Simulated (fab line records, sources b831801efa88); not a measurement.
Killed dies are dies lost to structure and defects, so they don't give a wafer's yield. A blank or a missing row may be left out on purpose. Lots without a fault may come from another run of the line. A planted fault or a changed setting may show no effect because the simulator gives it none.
fab line records | flow gf180mcu
record lots=12 wafers=36 last_day=34
route steps=602 shown MVSD@76 POLY_GATE@170 V2@398 M3@426
lots that met no fault: from a run of the same line without faults
start_h: hours from the record's first day to the start of the lot's first wafer shown | wait_h: hours since the lot's step before | " the same as in the row above | L1.1+2: a row that stands for several wafers | - no value, or no start given | * or withheld: withheld | < > ~ a bound
route shown NAME@n: a module of which the file shows steps, and the number in the route of the first | usual: mean/standard deviation of fault-free wafers | same: alike in all rows | chamber/n: place in a boat | sites: the reading at each site | _std_site: their standard deviation | _edge_site: outer sites' mean less inner sites' | radius_mm: how far each site lies from the wafer's centre | mask NAME#n: copy n | behind: the tool/chamber that last shaped the wafer | hold: why the lot was held/for how many hours/how that ended | device: the transistor (n, p or np) that didn't switch | end of line: the same wafers' tests at the end of the route | a step without rows: its recipe alone | killed: dies lost to structure and defects at the first sort, not the wafer's yield | map: a wafer's dies, x killed, . not, _ none there
set.NAME: the setting as run; set.NAME@STEP: as run at that earlier step | model.NAME: the simulator's own value behind a step, which no gauge read
steps of the route over a sample of lots; a table a step, a row a wafer
services: from which hour (start_h, from the record's first day; less than 0 if before it) a tool's chamber was out of use, for how many hours, and why
## steps
# step GF_MVSD_STRIP_10
# recipe chemistry=O2/N2 power_w=1400 pressure_mtorr=1500 platen_temp_c=250 o2_flow_sccm=3000 n2_flow_sccm=300 overash_fraction=0.5
# usual drypump_motor_current_A=6.0/0.3 heater_power_w=350/32 oes_product_au=0.722/0.0051 strip_time_to_endpoint_s=36.96/0.097
# columns lot.wafer tool chamber start_h wait_h drypump_motor_current_A heater_power_w oes_product_au rf_hours_counter_h strip_time_to_endpoint_s
L300.2 plasma_asher-01 1 89.73 0.1 6.5 401 0.720 42 37.06
L300.3 " 1 " " 6.5 395 0.726 - 36.95
L300.6 " 0 " " 6.1 347 0.720 - 36.97
L301.3 plasma_asher-01 0 93.72 0.1 6.1 347 0.720 - 36.88
L301.4 " 1 " " 6.5 402 0.727 - 36.95
L301.5 " 0 " " 6.1 356 0.731 - 36.99
L302.1 plasma_asher-01 0 99.03 0.1 6.1 340 0.724 43 37.01
L302.2 " 1 " " 6.5 390 0.730 43 37.01
L302.4 " 0 " " 6.1 348 0.724 - 37.04
L305.1 plasma_asher-04 1 116.43 0.1 5.9 333 0.717 33 36.75
L305.2 " 0 " " 6.2 298 0.729 33 36.78
L305.5 " 0 " " 6.2 308 0.727 - 36.78
L306.1 plasma_asher-04 0 123.13 0.1 6.1 299 0.719 34 36.94
L306.3 " 1 " " 5.9 328 0.714 - 36.89
L306.5 " 0 " " 6.2 301 0.722 - 36.93
L307.1 plasma_asher-01 1 127.53 0.1 6.5 412 0.719 1 36.99
L307.3 " 0 " " 6.1 346 0.726 - 37.14
L307.5 " 0 " " 6.1 341 0.732 - 37.00
L309.3 plasma_asher-01 1 141.76 0.1 6.5 423 0.720 - 36.95
L309.5 " 1 " " 6.5 402 0.724 - 36.93
L309.6 " 0 " " 6.1 331 0.718 - 36.94
L310.1 plasma_asher-02 0 145.48 0.1 5.7 351 0.719 47 36.98
L310.4 " 0 " " 5.7 349 0.722 - 36.81
L310.6 " 0 " " 5.7 341 0.729 - 36.97
L319.2 plasma_asher-02 1 198.53 0.1 5.7 337 0.723 53 37.00
L319.4 " 1 " " 5.7 340 0.719 - 36.96
L319.5 " 1 " " 5.7 341 0.725 - 36.96
L320.1 plasma_asher-04 0 205.18 0.1 6.2 290 0.720 40 36.93
L320.2 " 1 " " 5.9 337 0.720 40 36.91
L320.4 " 1 " " 5.9 326 0.723 - 36.85
L321.1 plasma_asher-01 0 211.23 0.1 6.1 336 0.724 11 37.08
L321.2 " 1 " " 6.5 416 0.730 11 37.06
L321.3 " 1 " " 6.5 410 0.727 - 37.06
L322.1 plasma_asher-01 1 216.83 0.1 6.5 409 0.722 11 37.02
L322.4 " 1 " " 6.5 404 0.720 - 37.05
L322.6 " 0 " " 6.1 340 0.727 - 37.02
# step GF_POLY_GATE_ETCH_13
# recipe target=poly-Si target_depth_nm=198.5 stop_on=SiO2 over_etch_frac=0.403 chemistry=HBr/Cl2 icp_w=400 bias_w=100 pressure_mtorr=10 HBr_flow_sccm=150 Cl2_flow_sccm=50 time_s=69.6
# usual drypump_motor_current_A=5.6/0.41 oes_product_au=0.993/0.0083 run_length_s=97.8/0.43 throttle_valve_pct=33.686/0.0097
# columns lot.wafer tool chamber start_h wait_h drypump_motor_current_A oes_product_au rf_hours_counter_h run_length_s throttle_valve_pct
L300.2 rie_si-02 3 202.95 - 5.7 0.991 122 97.3 33.694
L300.3 " 1 " " 6.2 0.983 1 98.1 33.688
L300.6 " 2 " " 5.5 0.998 - 98.1 33.682
L301.3 rie_si-02 1 209.90 - 6.2 0.985 1 98.0 33.684
L301.4 " 0 " " 5.6 0.995 - 97.5 33.685
L301.5 " 2 " " 5.5 0.989 - 98.1 33.685
L302.1 rie_si-02 2 215.60 - 5.5 0.991 1 98.2 33.696
L302.2 " 1 " " 6.2 0.986 1 98.0 33.649
L302.4 " 2 " " 5.5 0.983 - 98.4 33.690
L305.1 rie_si-02 0 239.15 - 5.7 0.997 1 98.0 33.675
L305.2 " 2 " " 5.5 1.004 2 98.3 33.681
L305.5 " 3 " " 5.6 0.986 - 97.5 33.692
L306.1 rie_si-02 3 247.43 - 5.7 0.988 0 97.6 33.683
L306.3 " 0 " " 5.7 0.997 1 97.9 33.692
L306.5 " 0 " " 5.7 0.993 - 97.3 33.670
L307.1 rie_si-02 3 253.25 - 5.7 0.946 0 102.3 33.675
L307.3 " 0 " " 5.7 0.965 1 102.7 33.692
L307.5 " 3 " " 5.7 0.949 - 102.5 33.674
L309.3 rie_si-02 1 273.09 - 6.3 0.949 1 103.3 33.689
L309.5 " 3 " " 5.7 0.949 - 102.4 33.680
L309.6 " 0 " " 5.7 0.945 - 102.6 33.696
L310.1 rie_si-02 0 275.80 - 5.6 0.944 2 102.5 33.680
L310.4 " 1 " " 6.2 0.951 1 103.2 33.693
L310.6 " 3 " " 5.7 0.952 - 102.5 33.700
L319.2 rie_si-02 3 342.55 - 5.7 0.999 1 97.1 33.685
L319.4 " 0 " " 5.7 1.006 2 97.3 33.668
L319.5 " 2 " " 5.5 0.998 - 98.0 33.685
L320.1 rie_si-02 3 348.99 - 5.7 0.975 1 97.1 33.678
L320.2 " 0 " " 5.7 0.983 2 97.6 33.697
L320.4 " 2 " " 5.5 0.991 3 97.9 33.674
L321.1 rie_si-01 1 358.49 - 4.7 0.979 4 96.9 33.687
L321.2 " 0 " " 5.7 0.971 2 97.5 33.691
L321.3 " 3 " " 4.9 0.981 21 98.6 33.673
L322.1 rie_si-02 3 367.64 - 5.6 0.996 1 97.7 33.680
L322.4 " 0 " " 5.7 1.003 3 97.7 33.689
L322.6 " 2 " " 5.5 0.993 - 98.4 33.681
# step GF_V2_ETCH_16
# recipe chemistry=N2/H2 target_depth_a=withheld overetch_a=withheld time_s=withheld target=BARC ion_energy_ev=200 source_w=500 bias_w=100 pressure_mtorr=30 n2_flow_sccm=100 h2_flow_sccm=200
# usual drypump_motor_current_A=5.6/0.49 oes_product_au=0.854/0.0043 throttle_valve_pct=13.225/0.009
# columns lot.wafer tool chamber start_h wait_h drypump_motor_current_A oes_product_au throttle_valve_pct
L300.2 rie_diel-02 0 474.35 0.0 5.3 0.854 13.237
L300.3 " 1 " " 5.9 0.858 13.238
L300.6 " 1 " " 5.9 0.856 13.225
L301.3 rie_diel-03 0 482.10 0.0 5.7 0.859 13.221
L301.4 " 2 " " 6.4 0.858 13.242
L301.5 " 0 " " 5.7 0.860 13.233
L302.1 rie_diel-03 1 492.85 0.0 6.0 0.852 13.214
L302.2 " 2 " " 6.4 0.849 13.231
L302.4 " 3 " " 4.8 0.853 13.221
L305.1 rie_diel-04 2 520.75 0.0 5.2 0.855 13.232
L305.2 " 1 " " 6.0 0.852 13.216
L305.5 " 0 " " 6.0 0.856 13.216
L306.1 rie_diel-04 3 532.70 0.0 5.4 0.861 13.237
L306.3 " 2 " " 5.2 0.847 13.213
L306.5 " 0 " " 6.0 0.853 13.221
L307.1 rie_diel-02 1 538.60 0.0 5.9 0.850 13.255
L307.3 " 0 " " 5.3 0.861 13.229
L307.5 " 1 " " 5.9 0.849 13.219
L309.3 rie_diel-03 2 560.18 0.0 6.4 0.848 13.206
L309.5 " 2 " " 6.5 0.860 13.221
L309.6 " 3 " " 4.8 0.851 13.202
L310.1 rie_diel-02 1 565.20 0.0 5.9 0.856 13.199
L310.4 " 0 " " 5.3 0.856 13.216
L310.6 " 0 " " 5.3 0.854 13.222
L319.2 rie_diel-04 3 631.70 0.0 5.4 0.856 13.229
L319.4 " 1 " " 6.1 0.859 13.235
L319.5 " 1 " " 6.1 0.852 13.232
L320.1 rie_diel-04 1 637.68 0.0 6.0 0.857 13.232
L320.2 " 2 " " 5.2 0.861 13.222
L320.4 " 3 " " 5.4 0.857 13.225
L321.1 rie_diel-02 2 646.50 0.0 4.9 0.852 13.215
L321.2 " 1 " " 5.9 0.852 13.226
L321.3 " 0 " " 5.3 0.853 13.225
L322.1 rie_diel-04 0 659.40 0.0 6.0 0.855 13.223
L322.4 " 1 " " 6.1 0.857 13.236
L322.6 " 3 " " 5.4 0.856 13.221
# step GF_M3_STRIP_17
# recipe chemistry=O2/N2 power_w=1400 pressure_mtorr=1500 platen_temp_c=250 o2_flow_sccm=3000 n2_flow_sccm=300 overash_fraction=0.5
# usual drypump_motor_current_A=5.7/0.48 heater_power_w=349/38 oes_product_au=0.536/0.0045 strip_time_to_endpoint_s=7.37/0.047
# columns lot.wafer tool chamber start_h wait_h drypump_motor_current_A heater_power_w oes_product_au rf_hours_counter_h strip_time_to_endpoint_s
L300.2 plasma_asher-03 1 500.38 0.1 4.8 349 0.537 90 7.38
L300.3 " 1 " " 4.8 347 0.531 - 7.39
L300.6 " 1 " " 4.8 353 0.541 - 7.37
L301.3 plasma_asher-02 1 507.95 0.1 5.7 336 0.539 - 7.38
L301.4 " 0 " " 5.6 346 0.541 - 7.33
L301.5 " 1 " " 5.7 339 0.534 - 7.36
L302.1 plasma_asher-04 1 519.35 0.2 5.9 332 0.531 73 7.36
L302.2 " 0 " " 6.2 301 0.522 73 7.38
L302.4 " 1 " " 5.9 326 0.535 - 7.39
L305.1 plasma_asher-03 1 545.42 0.1 4.8 349 0.539 95 7.43
L305.2 " 0 " " 6.0 415 0.539 95 7.29
L305.5 " 1 " " 4.8 340 0.533 - 7.29
L306.1 plasma_asher-04 0 556.77 0.1 6.2 297 0.538 77 7.40
L306.3 " 1 " " 5.9 332 0.529 - 7.40
L306.5 " 0 " " 6.2 302 0.539 - 7.35
L307.1 plasma_asher-02 0 563.08 0.1 5.7 342 0.531 14 7.26
L307.3 " 1 " " 5.7 335 0.531 - 7.27
L307.5 " 0 " " 5.6 333 0.542 - 7.31
L309.3 plasma_asher-04 1 584.07 0.1 5.9 316 0.535 - 7.36
L309.5 " 1 " " 5.9 331 0.539 - 7.39
L309.6 " 0 " " 6.2 299 0.543 - 7.36
L310.1 plasma_asher-02 0 588.82 0.1 5.7 338 0.535 17 7.39
L310.4 " 0 " " 5.7 341 0.536 - 7.39
L310.6 " 1 " " 5.7 330 0.537 - 7.37
L319.2 plasma_asher-04 1 657.97 0.1 5.9 324 0.537 88 7.44
L319.4 " 1 " " 5.9 329 0.531 - 7.39
L319.5 " 1 " " 5.9 324 0.532 - 7.43
L320.1 plasma_asher-03 1 661.09 0.1 4.8 347 0.544 107 7.46
L320.2 " 0 " " 6.0 417 0.539 107 7.41
L320.4 " 1 " " 4.8 359 0.539 - 7.38
L321.1 plasma_asher-03 0 665.43 0.2 6.0 406 0.531 108 7.43
L321.2 " 1 " " 4.8 350 0.537 108 7.40
L321.3 " 0 " " 5.9 420 0.546 - 7.43
L322.1 plasma_asher-03 0 679.80 0.2 6.0 414 0.533 109 7.40
L322.4 " 1 " " 4.8 348 0.541 - 7.36
L322.6 " 0 " " 6.0 410 0.533 - 7.35
## services
# columns tool chamber start_h hours kind
rie_si-02 1 102.13 4.2 repair
rie_si-02 3 103.67 1.6 repair
plasma_asher-01 - 108.75 9.0 pm
plasma_asher-01 - 113.90 4.1 repair
plasma_asher-02 - 114.91 2.2 repair
rie_si-02 0 122.27 2.5 repair
plasma_asher-01 - 126.86 0.5 repair
plasma_asher-04 - 139.65 28.1 pm
plasma_asher-04 - 173.41 0.6 repair
plasma_asher-04 - 180.12 3.7 repair
plasma_asher-04 - 274.91 2.8 pm
rie_si-02 0 291.22 3.1 repair
plasma_asher-01 - 304.10 3.2 repair
rie_si-02 - 364.38 0.1 repair
rie_si-02 0 370.72 4.8 repair
rie_si-02 - 378.91 0.1 repair
rie_si-02 - 420.21 14.6 pm
plasma_asher-01 - 427.12 15.2 repair
plasma_asher-04 - 479.58 12.5 repair
plasma_asher-01 - 546.91 2.6 repair
rie_si-02 1 591.90 7.1 repair
plasma_asher-01 - 624.87 0.7 repair
plasma_asher-01 - 630.02 3.4 repair
plasma_asher-01 - 645.98 2.8 pm
## key
first_sign step=GF_POLY_GATE_ETCH_13 reading=run_length_s direction=up sigmas=11 usual=* struck=*
effect step=GF_POLY_GATE_ETCH_13 reading=oes_product_au direction=down sigmas=5.1 usual=0.993 struck=0.950
met_at GF_POLY_GATE_ETCH_13
struck_lots L307,L309,L310
tester_left_out L307,L309,L310
not_acting_at GF_MVSD_STRIP_10,GF_V2_ETCH_16,GF_M3_STRIP_17
onset_between 247.43 253.25
fault kind=process_parameter_drift tool=rie_si-02 chamber=- onset_h=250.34 steps=GF_POLY_GATE_ETCH_13 channel=time_s offset=* shape=step end_h=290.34 acts_in=* stated=*
# tester_left_out: of these lots the tester's yield and bins aren't shown, on N5 and GAA mostly nor the transistor test; their killed dies are dies lost to structure and defects alone, not to doping, threshold or leakage, so they don't give the yield
